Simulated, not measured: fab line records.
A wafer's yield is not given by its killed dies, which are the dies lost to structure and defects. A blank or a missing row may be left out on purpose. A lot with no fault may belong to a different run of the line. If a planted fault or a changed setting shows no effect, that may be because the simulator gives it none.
fab line records	flow sky130
record: lots: 13	wafers: 37	last-day: 50
route steps=708 shown VIA1@459 VIA2@519 CAPM@549 PAD_OPEN@708
lots that met no fault: taken from a fault-free run of the same line
start-h: the number of hours between the record's first day and the start of the first shown wafer of the lot	wait-h: how many hours have passed since the lot's step before this one	" identical to the entry in the row above	L1.1+2: a single row standing in for several wafers	- no value, or no start given	* or withheld: withheld	< > ~ a bound
route shown NAME@n: NAME is a module with steps in the file, n the number in the route of the first one	usual: mean/standard deviation taken from wafers without a fault	same: alike in all rows	chamber/n: place in a boat	sites: each site's reading	_std_site: their standard deviation	_edge_site: the outer-site mean with the inner-site mean subtracted	radius-mm: how far each site lies from the wafer's centre	mask NAME#n: copy n	behind: the most recent tool/chamber to have shaped the wafer	hold: the reason the lot was held/the length of the hold in hours/how it ended	device: names the non-switching transistor (n, p or np)	end of line: tests of these same wafers at the route's end	step lacking rows: just its recipe	killed: dies lost to structure and defects at the first sort, not the wafer's yield	map: dies across one wafer; x = killed, . = not, _ = none there
set.NAME: the setting that was run; set.NAME@STEP: the one run at that earlier step	model.NAME: the simulator's own value behind a step, which no gauge read
the route's steps for a sample of lots (tables are steps, rows are wafers)
services: the hour from which a tool's chamber was out of use, counted from the record's first day as start-h (under 0 if before that day), plus the number of hours and why
== steps ==
step: SKY_VIA1_THK_MEAS_01
recipe: reads: SiO2_of_VIA1_HDPCVD_00
usual: VIA1_HDPCVD_THK: 1027/13
lot.wafer	tool	chamber	start-h	wait-h	VIA1_HDPCVD_THK[nm]
L335.2	film-metro-01	-	767.64	0.1	1021
L335.4	"	-	"	"	1031
L335.5	"	-	"	"	1020
L337.1	film-metro-03	-	781.90	0.1	1035
L337.3	"	-	"	"	1001
L337.5	"	-	"	"	1016
L340.1	film-metro-01	-	812.52	0.1	1013
L340.3	"	-	"	"	1016
L340.5	"	-	"	"	1021
L342.1	film-metro-04	-	830.95	0.1	1042
L342.4	"	-	"	"	1015
L342.6	"	-	"	"	1029
L343.1	film-metro-03	-	839.78	0.1	1016
L343.2	"	-	"	"	1021
L343.5	"	-	"	"	1009
L346.2	film-metro-01	-	860.43	0.1	1027
L346.4	"	-	"	"	1018
L346.5	"	-	"	"	1028
L347.4	film-metro-04	-	864.49	0.0	1023
L347.6	"	-	"	"	1023
L348.1	film-metro-03	-	865.36	0.1	1031
L348.5	"	-	"	"	1036
L348.6	"	-	"	"	1023
L349.1	film-metro-04	-	869.97	0.1	1045
L349.3	"	-	"	"	1029
L349.4	"	-	"	"	1040
L351.2	film-metro-04	-	890.72	0.1	1034
L351.4	"	-	"	"	1033
L351.6	"	-	"	"	1038
L352.3	film-metro-03	-	896.61	0.1	1039
L352.6	"	-	"	"	1053
L353.4	film-metro-01	-	903.38	0.0	1018
L353.5	"	-	"	"	1018
L353.6	"	-	"	"	1017
L356.1	film-metro-04	-	924.70	0.1	1028
L356.4	"	-	"	"	1019
L356.6	"	-	"	"	1034
step: SKY_VIA2_CD_MEAS_12
recipe: target-cd-nm: 200
usual: cd-nm: 200.0/1.5
lot.wafer	tool	chamber	start-h	wait-h	cd-nm
L335.2	cd-sem-01	-	851.28	-	199.2
L335.4	"	-	"	"	200.4
L335.5	"	-	"	"	199.8
L337.1	cd-sem-02	-	865.81	-	199.9
L337.3	"	-	"	"	198.7
L337.5	"	-	"	"	200.0
L340.1	cd-sem-01	-	894.81	-	202.8
L340.3	"	-	"	"	202.2
L340.5	"	-	"	"	202.0
L342.1	cd-sem-01	-	912.23	-	198.0
L342.4	"	-	"	"	197.0
L342.6	"	-	"	"	198.1
L343.1	cd-sem-01	-	920.71	-	200.1
L343.2	"	-	"	"	201.9
L343.5	"	-	"	"	202.6
L346.2	cd-sem-01	-	942.88	-	200.4
L346.4	"	-	"	"	198.4
L346.5	"	-	"	"	200.6
L347.4	cd-sem-02	-	944.52	-	200.7
L347.6	"	-	"	"	201.5
L348.1	cd-sem-01	-	945.68	-	199.0
L348.5	"	-	"	"	198.6
L348.6	"	-	"	"	198.5
L349.1	cd-sem-01	-	948.81	-	201.4
L349.3	"	-	"	"	201.4
L349.4	"	-	"	"	201.3
L351.2	cd-sem-02	-	970.68	-	199.1
L351.4	"	-	"	"	199.6
L351.6	"	-	"	"	200.9
L352.3	cd-sem-01	-	974.55	-	196.3
L352.6	"	-	"	"	197.4
L353.4	cd-sem-02	-	979.37	-	198.8
L353.5	"	-	"	"	200.4
L353.6	"	-	"	"	198.4
L356.1	cd-sem-01	-	1001.36	-	199.8
L356.4	"	-	"	"	199.8
L356.6	"	-	"	"	198.2
step: SKY_VIA2_SPUTTER_20
recipe: material: TiN	target-thk-nm: 20	chamber-pressure-pa: 5	power-w: 4000	time-s: 80
usual: cathode-dc-power-W: 4000.0/0.75	chamber-pressure-pa: 5.000/0.0099	throttle-valve-pct: 30.2/1.1
lot.wafer	tool	chamber	start-h	wait-h	cathode-dc-power-W	chamber-pressure-pa	throttle-valve-pct
L335.2	pvd-sputter-04	-	852.11	0.0	3999.7	5.008	30.3
L335.4	"	-	"	"	4000.0	4.997	27.6
L335.5	"	-	"	"	4000.7	5.007	28.0
L337.1	pvd-sputter-04	-	866.68	0.0	4000.5	4.985	28.0
L337.3	"	-	"	"	4000.1	5.011	30.6
L337.5	"	-	"	"	4000.2	4.993	30.5
L340.1	pvd-sputter-04	-	895.70	0.0	3998.6	4.997	28.3
L340.3	"	-	"	"	3999.6	4.998	30.4
L340.5	"	-	"	"	4000.2	5.023	30.4
L342.1	pvd-sputter-04	-	913.12	0.0	-	-	-
L342.4	"	-	"	"	-	-	-
L342.6	"	-	"	"	-	-	-
L343.1	pvd-sputter-02	-	921.57	0.0	-	-	-
L343.2	"	-	"	"	-	-	-
L343.5	"	-	"	"	-	-	-
L346.2	pvd-sputter-03	-	943.71	0.0	4000.4	4.992	31.5
L346.4	"	-	"	"	4000.3	5.012	31.7
L346.5	"	-	"	"	3999.6	4.998	31.1
L347.4	pvd-sputter-02	-	945.32	0.0	3999.8	5.016	30.0
L347.6	"	-	"	"	4000.8	5.005	30.1
L348.1	pvd-sputter-03	-	946.57	0.0	4000.2	4.999	31.6
L348.5	"	-	"	"	3998.9	5.000	29.2
L348.6	"	-	"	"	4000.7	4.993	31.5
L349.1	pvd-sputter-04	-	949.67	0.0	3998.9	4.992	28.1
L349.3	"	-	"	"	3999.7	5.002	30.7
L349.4	"	-	"	"	3999.7	5.003	28.7
L351.2	pvd-sputter-03	-	971.55	0.0	3999.7	5.010	31.7
L351.4	"	-	"	"	4000.4	5.007	28.9
L351.6	"	-	"	"	4000.0	4.990	31.6
L352.3	pvd-sputter-03	-	975.77	0.0	3999.7	5.004	31.7
L352.6	"	-	"	"	4000.0	4.993	31.2
L353.4	pvd-sputter-02	-	980.19	0.0	3999.5	5.009	30.2
L353.5	"	-	"	"	4001.1	5.003	29.9
L353.6	"	-	"	"	3999.2	5.005	30.7
L356.1	pvd-sputter-04	-	1002.22	0.0	4002.1	4.996	28.9
L356.4	"	-	"	"	3999.4	5.022	30.1
L356.6	"	-	"	"	4000.0	5.000	28.2
step: SKY_CAPM_OVL_MEAS_12
usual: CAPM_OVL: 0.7/1.5
lot.wafer	tool	chamber	start-h	wait-h	CAPM_OVL[nm]
L335.2	overlay-01	-	879.40	0.1	0.2
L335.4	"	-	"	"	0.2
L335.5	"	-	"	"	0.2
L337.1	overlay-01	-	893.41	0.1	1.6
L337.3	"	-	"	"	3.5
L337.5	"	-	"	"	2.1
L340.1	overlay-02	-	921.04	0.1	-1.9
L340.3	"	-	"	"	-2.2
L340.5	"	-	"	"	-1.2
L346.2	overlay-02	-	969.05	0.1	0.8
L346.4	"	-	"	"	0.6
L346.5	"	-	"	"	1.7
L347.4	overlay-01	-	970.17	0.1	-0.4
L347.6	"	-	"	"	1.3
L348.1	overlay-01	-	972.16	0.1	1.1
L348.5	"	-	"	"	-0.1
L348.6	"	-	"	"	-0.4
L349.1	overlay-01	-	975.06	0.1	-1.0
L349.3	"	-	"	"	1.1
L349.4	"	-	"	"	1.0
L351.2	overlay-01	-	995.91	0.1	0.7
L351.4	"	-	"	"	-0.3
L351.6	"	-	"	"	0.1
L352.3	overlay-02	-	1000.60	0.1	0.0
L352.6	"	-	"	"	-0.2
L353.4	overlay-01	-	1004.26	0.1	0.3
L353.5	"	-	"	"	1.4
L353.6	"	-	"	"	1.1
L356.1	overlay-01	-	1037.51	0.1	1.9
L356.4	"	-	"	"	2.3
L356.6	"	-	"	"	2.0
step: SKY_PAD_OPEN_PROBE_99
usual: defect-limited-yield: 82.6/1.8	killed_at_M0_to_M3: 43/6.3	killed_at_M4_up: 3.0/1.6	killed-at-contacts: 25/5	killed-at-front-end: 15/4.4	killed-at-other: 0.3/0.8	killed-dies: 85/8.7	killed-on-rim: 17/3.7	killed-open: 47/6.9	killed-short: 38/6.3	sort_bin_3_pad_short: 0.9/0.39	sort_bin_5_function: 10.3/1.3	sort_bin_6_memory: 6.2/1.1	sort-n-pass: 407/8.8	sort-yield-pct: 82.6/1.8
same: gross-dies: 492	killed-at-back-side: 0	sort_bin_4_leakage[%]: 0	sort_bin_8_speed[%]: 0
lot.wafer	tool	chamber	start-h	wait-h	hold	defect-limited-yield[%]	killed_at_M0_to_M3	killed_at_M4_up	killed-at-contacts	killed-at-front-end	killed-at-other	killed-dies	killed-on-rim	killed-open	killed-short	sort_bin_3_pad_short[%]	sort_bin_5_function[%]	sort_bin_6_memory[%]	sort-n-pass	sort-yield-pct[%]
L335.2	prober-01	-	1077.99	0.1	-	86.2	30	3	24	11	0	68	14	34	34	1.4	7.5	4.9	424	86.2
L335.4	prober-01	-	1078.09	0.2	-	84.3	33	2	27	15	0	77	15	44	33	0.8	8.3	6.5	415	84.3
L335.5	prober-01	-	1078.14	0.2	-	82.5	38	0	28	19	1	86	20	49	37	1.0	8.9	7.5	406	82.5
L337.1	prober-01	-	1090.81	0.1	-	82.7	37	3	33	12	0	85	15	46	39	1.4	10.8	5.1	407	82.7
L337.3	prober-01	-	1090.91	0.2	-	83.9	41	3	23	12	0	79	14	41	38	1.2	10.0	4.9	413	83.9
L337.5	prober-01	-	1091.01	0.2	-	83.9	45	5	17	12	0	79	18	46	33	0.4	10.0	5.7	413	83.9
L340.1	prober-02	-	1113.78	0.1	-	80.3	51	2	31	12	1	97	19	62	35	1.4	10.6	7.7	395	80.3
L340.3	prober-02	-	1113.88	0.2	-	82.5	38	4	27	16	1	86	21	49	37	1.8	11.0	4.7	406	82.5
L340.5	prober-02	-	1113.98	0.2	-	82.5	41	3	34	8	0	86	21	46	40	1.0	9.3	7.1	406	82.5
L342.1	prober-01	-	1129.24	0.1	await-dispo/1.4h/release	0	443	0	31	17	1	492	96	36	47	1.2	93.3	5.5	0	0
L342.4	prober-01	-	1129.39	0.2	await-dispo/1.4h/release	0	450	3	24	14	1	492	96	47	31	1.4	93.7	4.9	0	0
L342.6	prober-01	-	1129.49	0.2	await-dispo/1.4h/release	0	444	1	29	18	0	492	96	57	37	1.2	92.5	6.3	0	0
L343.1	prober-02	-	1135.88	0.1	await-dispo/1.8h/release	0	447	1	26	18	0	492	96	43	45	1.0	94.3	4.7	0	0
L343.2	prober-02	-	1135.93	0.1	await-dispo/1.8h/release	0	452	1	22	16	1	492	96	45	51	1.0	91.7	7.3	0	0
L343.5	prober-02	-	1136.08	0.2	await-dispo/1.8h/release	0	450	5	21	16	0	492	96	50	34	0.8	94.1	5.1	0	0
L346.2	prober-02	-	1152.64	0.1	-	83.9	36	4	21	18	0	79	13	43	34	0.2	9.6	6.3	413	83.9
L346.4	prober-02	-	1152.74	0.2	-	82.7	48	1	22	14	0	85	17	45	40	0.6	9.8	6.9	407	82.7
L346.5	prober-02	-	1152.79	0.2	-	83.9	41	4	16	18	0	79	17	44	35	0.4	8.9	6.7	413	83.9
L347.4	prober-01	-	1153.52	0.2	-	81.5	42	4	26	18	1	91	13	53	38	1.2	9.1	8.1	401	81.5
L347.6	prober-01	-	1153.62	0.2	-	85.2	37	0	18	18	0	73	15	42	31	0.2	8.7	5.9	419	85.2
L348.1	prober-02	-	1154.09	0.1	-	81.3	55	4	19	14	0	92	22	46	46	1.0	11.8	5.9	400	81.3
L348.5	prober-02	-	1154.29	0.2	-	82.7	43	0	27	15	0	85	14	45	40	1.0	10.4	5.9	407	82.7
L348.6	prober-02	-	1154.34	0.2	-	81.7	49	1	22	18	0	90	23	51	39	1.6	12.8	3.9	402	81.7
L349.1	prober-01	-	1157.17	0.1	-	81.9	49	3	22	15	0	89	13	45	44	0.8	9.1	8.1	403	81.9
L349.3	prober-01	-	1157.27	0.2	-	83.1	41	1	23	18	0	83	21	34	49	1.4	8.7	6.7	409	83.1
L349.4	prober-01	-	1157.32	0.2	-	85.6	42	1	22	6	0	71	11	45	26	0.4	9.6	4.5	421	85.6
L351.2	prober-01	-	1171.86	0.1	-	83.9	37	4	29	9	0	79	17	51	28	0.4	9.8	5.9	413	83.9
L351.4	prober-01	-	1171.96	0.2	-	83.9	48	1	22	8	0	79	12	48	31	0.6	10.2	5.3	413	83.9
L351.6	prober-01	-	1172.06	0.2	-	80.9	43	2	33	16	0	94	17	54	40	1.2	10.4	7.5	398	80.9
L352.3	prober-01	-	1175.88	0.2	-	85.0	35	2	23	14	0	74	12	42	32	0.8	9.3	4.9	418	85.0
L352.6	prober-01	-	1176.03	0.2	-	84.8	46	4	17	8	0	75	18	51	24	0.4	7.9	6.9	417	84.8
L353.4	prober-01	-	1179.51	0.2	-	83.7	37	1	27	14	1	80	13	48	32	0.6	10.4	5.3	412	83.7
L353.5	prober-01	-	1179.56	0.2	-	82.5	38	3	34	11	0	86	14	49	37	1.4	7.5	8.5	406	82.5
L353.6	prober-01	-	1179.61	0.2	-	82.1	45	3	23	17	0	88	18	49	39	0.6	11.2	6.1	404	82.1
L356.1	prober-01	-	1199.55	0.1	-	84.3	40	3	22	11	1	77	21	40	37	0.8	8.1	6.7	415	84.3
L356.4	prober-01	-	1199.70	0.2	-	83.7	41	4	25	10	0	80	22	51	29	1.0	8.3	6.9	412	83.7
L356.6	prober-01	-	1199.80	0.2	-	83.1	49	4	16	14	0	83	17	45	38	0.6	8.3	7.9	409	83.1
killed by level:class
L335.2 CONTACT:geometric-particle:open=10 VIA1:geometric-particle:open=7 LOCAL_INTERCONNECT:geometric-particle:short=6 VIA2:geometric-particle:open=4 VIA3:geometric-particle:open=4 FIELD_ISO:geometric-particle:short=3 LI_CONTACT:geometric-particle:open=3 METAL1:geometric-particle:short=3
L335.4 VIA1:geometric-particle:open=11 CONTACT:geometric-particle:open=8 LI_CONTACT:geometric-particle:open=6 CONTACT:geometric-particle:short=5 VIA2:geometric-particle:open=5 FIELD_ISO:geometric-particle:short=4 FIELD_ISO:geometric-particle:open=4 LOCAL_INTERCONNECT:geometric-particle:short=4
L335.5 CONTACT:geometric-particle:open=14 VIA3:geometric-particle:open=8 METAL1:geometric-particle:short=7 FIELD_ISO:geometric-particle:open=5 POLY_GATE:geometric-particle:short=5 LI_CONTACT:geometric-particle:open=5 VIA2:geometric-particle:open=5 CONTACT:geometric-particle:short=4
L337.1 LI_CONTACT:geometric-particle:open=12 CONTACT:geometric-particle:short=10 VIA1:geometric-particle:open=7 CONTACT:geometric-particle:open=6 VIA2:geometric-particle:open=6 VIA3:geometric-particle:open=6 METAL2:geometric-particle:short=4 VIA3:geometric-particle:short=4
L337.3 VIA1:geometric-particle:open=12 CONTACT:geometric-particle:open=7 METAL2:geometric-particle:short=6 POLY_GATE:geometric-particle:short=5 LI_CONTACT:geometric-particle:open=5 VIA2:geometric-particle:open=5 POLY_GATE:geometric-particle:open=4 LOCAL_INTERCONNECT:geometric-particle:short=4
L337.5 VIA1:geometric-particle:open=13 POLY_GATE:geometric-particle:short=8 VIA3:geometric-particle:open=7 CONTACT:geometric-particle:short=6 LI_CONTACT:geometric-particle:open=5 CONTACT:geometric-particle:open=5 VIA2:geometric-particle:open=5 VIA1:geometric-particle:short=5
L340.1 CONTACT:geometric-particle:open=15 VIA1:geometric-particle:open=13 LI_CONTACT:geometric-particle:open=9 METAL2:geometric-particle:short=7 VIA2:geometric-particle:open=6 METAL1:geometric-particle:open=5 METAL1:geometric-particle:short=5 FIELD_ISO:geometric-particle:short=4
L340.3 VIA1:geometric-particle:open=11 CONTACT:geometric-particle:open=9 VIA3:geometric-particle:open=8 LI_CONTACT:geometric-particle:open=6 FIELD_ISO:geometric-particle:short=5 VIA2:geometric-particle:open=5 LOCAL_INTERCONNECT:geometric-particle:short=5 CONTACT:geometric-particle:short=5
L340.5 CONTACT:geometric-particle:open=13 VIA1:geometric-particle:open=11 VIA1:geometric-particle:short=7 METAL1:geometric-particle:short=7 VIA3:geometric-particle:open=7 LI_CONTACT:geometric-particle:short=6 CONTACT:geometric-particle:short=6 LI_CONTACT:geometric-particle:open=5
L342.1 VIA2:area-sputter=409 CONTACT:geometric-particle:open=8 LI_CONTACT:geometric-particle:open=7 LOCAL_INTERCONNECT:geometric-particle:short=7 FIELD_ISO:geometric-particle:short=6 VIA1:geometric-particle:short=6 METAL1:geometric-particle:short=6 VIA1:geometric-particle:open=6
L342.4 VIA2:area-sputter=413 VIA1:geometric-particle:open=14 LI_CONTACT:geometric-particle:open=9 CONTACT:geometric-particle:short=6 METAL1:geometric-particle:short=6 FIELD_ISO:geometric-particle:open=5 VIA3:geometric-particle:open=5 CONTACT:geometric-particle:open=5
L342.6 VIA2:area-sputter=398 CONTACT:geometric-particle:open=11 LI_CONTACT:geometric-particle:open=8 METAL1:geometric-particle:short=8 VIA2:geometric-particle:open=8 VIA1:geometric-particle:open=7 VIA3:geometric-particle:open=7 FIELD_ISO:geometric-particle:open=6
L343.1 VIA2:area-sputter=404 CONTACT:geometric-particle:open=12 VIA1:geometric-particle:open=10 VIA3:geometric-particle:open=7 METAL2:geometric-particle:short=7 FIELD_ISO:geometric-particle:open=5 LOCAL_INTERCONNECT:geometric-particle:short=5 METAL1:geometric-particle:short=5
L343.2 VIA2:area-sputter=396 VIA1:geometric-particle:open=12 VIA1:geometric-particle:short=9 CONTACT:geometric-particle:short=8 METAL1:geometric-particle:short=8 POLY_GATE:geometric-particle:short=7 VIA3:geometric-particle:open=7 CONTACT:geometric-particle:open=7
L343.5 VIA2:area-sputter=408 VIA3:geometric-particle:open=8 VIA1:geometric-particle:open=7 POLY_GATE:geometric-particle:open=6 CONTACT:geometric-particle:open=6 VIA1:geometric-particle:short=5 LI_CONTACT:geometric-particle:open=5 VIA2:geometric-particle:open=5
L346.2 VIA1:geometric-particle:open=15 LI_CONTACT:geometric-particle:open=7 FIELD_ISO:geometric-particle:short=6 POLY_GATE:geometric-particle:open=6 VIA2:geometric-particle:open=6 LOCAL_INTERCONNECT:geometric-particle:short=5 CONTACT:geometric-particle:open=4 POLY_GATE:geometric-particle:short=4
L346.4 VIA1:geometric-particle:open=9 LI_CONTACT:geometric-particle:open=8 METAL2:geometric-particle:short=7 METAL1:geometric-particle:short=6 VIA3:geometric-particle:open=6 POLY_GATE:geometric-particle:open=5 CONTACT:geometric-particle:open=5 VIA2:geometric-particle:open=5
L346.5 VIA1:geometric-particle:open=11 CONTACT:geometric-particle:open=7 METAL1:geometric-particle:short=6 LI_CONTACT:geometric-particle:open=5 VIA2:geometric-particle:open=5 FIELD_ISO:geometric-particle:short=4 VIA3:geometric-particle:open=4 METAL3:geometric-particle:short=4
L347.4 CONTACT:geometric-particle:open=10 VIA3:geometric-particle:open=10 VIA1:geometric-particle:open=9 VIA2:geometric-particle:open=6 FIELD_ISO:geometric-particle:short=5 CONTACT:geometric-particle:short=5 LI_CONTACT:geometric-particle:open=4 FIELD_ISO:geometric-particle:open=4
L347.6 VIA1:geometric-particle:open=11 FIELD_ISO:geometric-particle:open=7 METAL2:geometric-particle:short=7 CONTACT:geometric-particle:open=6 CONTACT:geometric-particle:short=5 VIA2:geometric-particle:open=5 LI_CONTACT:geometric-particle:open=4 POLY_GATE:geometric-particle:short=4
L348.1 VIA1:geometric-particle:open=12 METAL1:geometric-particle:short=9 CONTACT:geometric-particle:open=7 VIA3:geometric-particle:open=6 VIA3:geometric-particle:short=6 LI_CONTACT:geometric-particle:open=4 VIA1:geometric-particle:short=4 VIA2:geometric-particle:short=4
L348.5 VIA1:geometric-particle:open=11 CONTACT:geometric-particle:open=8 LOCAL_INTERCONNECT:geometric-particle:short=7 VIA3:geometric-particle:open=6 POLY_GATE:geometric-particle:open=5 METAL2:geometric-particle:short=5 METAL1:geometric-particle:short=4 LI_CONTACT:geometric-particle:open=4
L348.6 VIA2:geometric-particle:open=14 VIA1:geometric-particle:open=10 CONTACT:geometric-particle:open=9 VIA1:geometric-particle:short=8 CONTACT:geometric-particle:short=7 FIELD_ISO:geometric-particle:short=6 FIELD_ISO:geometric-particle:open=5 POLY_GATE:geometric-particle:open=4
L349.1 CONTACT:geometric-particle:open=11 VIA3:geometric-particle:open=8 VIA1:geometric-particle:short=7 METAL2:geometric-particle:short=6 METAL1:geometric-particle:short=6 VIA1:geometric-particle:open=6 POLY_GATE:geometric-particle:short=5 LOCAL_INTERCONNECT:geometric-particle:short=5
L349.3 FIELD_ISO:geometric-particle:short=9 CONTACT:geometric-particle:short=7 VIA3:geometric-particle:open=6 VIA2:geometric-particle:open=6 LI_CONTACT:geometric-particle:open=5 CONTACT:geometric-particle:open=5 VIA1:geometric-particle:open=5 VIA2:geometric-particle:short=5
L349.4 VIA1:geometric-particle:open=10 CONTACT:geometric-particle:open=9 VIA2:geometric-particle:open=7 LI_CONTACT:geometric-particle:open=6 VIA3:geometric-particle:open=6 METAL1:geometric-particle:short=5 VIA1:geometric-particle:short=5 FIELD_ISO:geometric-particle:open=3
L351.2 CONTACT:geometric-particle:open=12 LI_CONTACT:geometric-particle:open=9 VIA1:geometric-particle:open=7 METAL2:geometric-particle:short=5 VIA2:geometric-particle:open=5 VIA3:geometric-particle:open=4 LOCAL_INTERCONNECT:geometric-particle:short=3 CONTACT:geometric-particle:short=3
L351.4 VIA1:geometric-particle:open=13 VIA2:geometric-particle:open=9 LI_CONTACT:geometric-particle:short=6 LI_CONTACT:geometric-particle:open=5 CONTACT:geometric-particle:short=5 VIA3:geometric-particle:open=5 FIELD_ISO:geometric-particle:open=4 VIA1:geometric-particle:short=4
L351.6 CONTACT:geometric-particle:open=15 VIA1:geometric-particle:open=9 METAL2:geometric-particle:short=6 POLY_GATE:geometric-particle:open=5 LI_CONTACT:geometric-particle:open=5 VIA2:geometric-particle:open=5 VIA3:geometric-particle:short=5 FIELD_ISO:geometric-particle:open=4
L352.3 CONTACT:geometric-particle:open=9 LI_CONTACT:geometric-particle:open=6 LOCAL_INTERCONNECT:geometric-particle:short=6 VIA2:geometric-particle:open=6 VIA3:geometric-particle:open=6 FIELD_ISO:geometric-particle:short=4 METAL1:geometric-particle:short=4 VIA1:geometric-particle:open=4
L352.6 VIA1:geometric-particle:open=13 VIA3:geometric-particle:open=11 METAL1:geometric-particle:short=6 CONTACT:geometric-particle:open=5 VIA2:geometric-particle:open=4 FIELD_ISO:geometric-particle:open=3 POLY_GATE:geometric-particle:short=3 LI_CONTACT:geometric-particle:open=3
L353.4 LI_CONTACT:geometric-particle:open=11 VIA1:geometric-particle:open=10 CONTACT:geometric-particle:short=6 VIA1:geometric-particle:short=6 VIA2:geometric-particle:open=5 CONTACT:geometric-particle:open=5 FIELD_ISO:geometric-particle:open=4 METAL1:geometric-particle:short=4
L353.5 CONTACT:geometric-particle:open=10 CONTACT:geometric-particle:short=10 VIA2:geometric-particle:open=7 VIA3:geometric-particle:open=7 LI_CONTACT:geometric-particle:open=6 VIA1:geometric-particle:open=6 POLY_GATE:geometric-particle:open=4 LOCAL_INTERCONNECT:geometric-particle:short=4
L353.6 VIA2:geometric-particle:open=12 LI_CONTACT:geometric-particle:open=7 CONTACT:geometric-particle:open=7 VIA3:geometric-particle:open=7 VIA1:geometric-particle:open=6 FIELD_ISO:geometric-particle:short=5 LOCAL_INTERCONNECT:geometric-particle:short=5 METAL1:geometric-particle:short=5
L356.1 CONTACT:geometric-particle:open=12 METAL2:geometric-particle:short=8 VIA3:geometric-particle:open=7 VIA3:geometric-particle:short=6 LI_CONTACT:geometric-particle:open=5 METAL3:geometric-particle:short=5 CONTACT:geometric-particle:short=4 VIA1:geometric-particle:short=4
L356.4 CONTACT:geometric-particle:open=10 LI_CONTACT:geometric-particle:open=9 VIA1:geometric-particle:open=7 METAL1:geometric-particle:short=6 VIA2:geometric-particle:open=5 VIA3:geometric-particle:open=5 METAL2:geometric-particle:open=4 VIA3:geometric-particle:short=4
L356.6 VIA1:geometric-particle:open=10 VIA2:geometric-particle:open=9 VIA3:geometric-particle:open=7 CONTACT:geometric-particle:open=6 METAL2:geometric-particle:short=6 FIELD_ISO:geometric-particle:short=5 LI_CONTACT:geometric-particle:short=4 VIA3:geometric-particle:short=4
== services ==
tool	chamber	start-h	hours	kind
pvd-sputter-04	-	845.37	2.5	repair
pvd-sputter-03	-	849.39	10.7	repair
pvd-sputter-04	-	860.42	5.1	repair
pvd-sputter-02	-	942.61	2.5	repair
== key ==
first-sign: step: SKY_VIA2_SPUTTER_20	reading: tool-record	direction: missing
effect: step: SKY_PAD_OPEN_PROBE_99	reading: killed_at_M0_to_M3	direction: up	sigmas: 64	usual: 43	struck: 448
more-kills-born-at: SKY_VIA2_SPUTTER_20@pvd-sputter-04: 1220	SKY_VIA2_SPUTTER_20@pvd-sputter-02: 1207
met-at SKY_VIA2_SPUTTER_20
struck-lots L342,L343
later-rows-left-out L342.1,L342.4,L342.6,L343.1,L343.2,L343.5
not-acting-at SKY_VIA1_THK_MEAS_01,SKY_VIA2_CD_MEAS_12,SKY_CAPM_OVL_MEAS_12
onset-between 895.70 913.12
fault: kind: skipped-step-whole	tool: pvd-sputter-02,pvd-sputter-04	chamber: -	onset-h: 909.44	steps: SKY_VIA2_SPUTTER_20	scope: struck-lots-only
later-rows-left-out: the simulator's readings of these wafers behind a module that went badly wrong aren't trusted and aren't shown, but for the sort
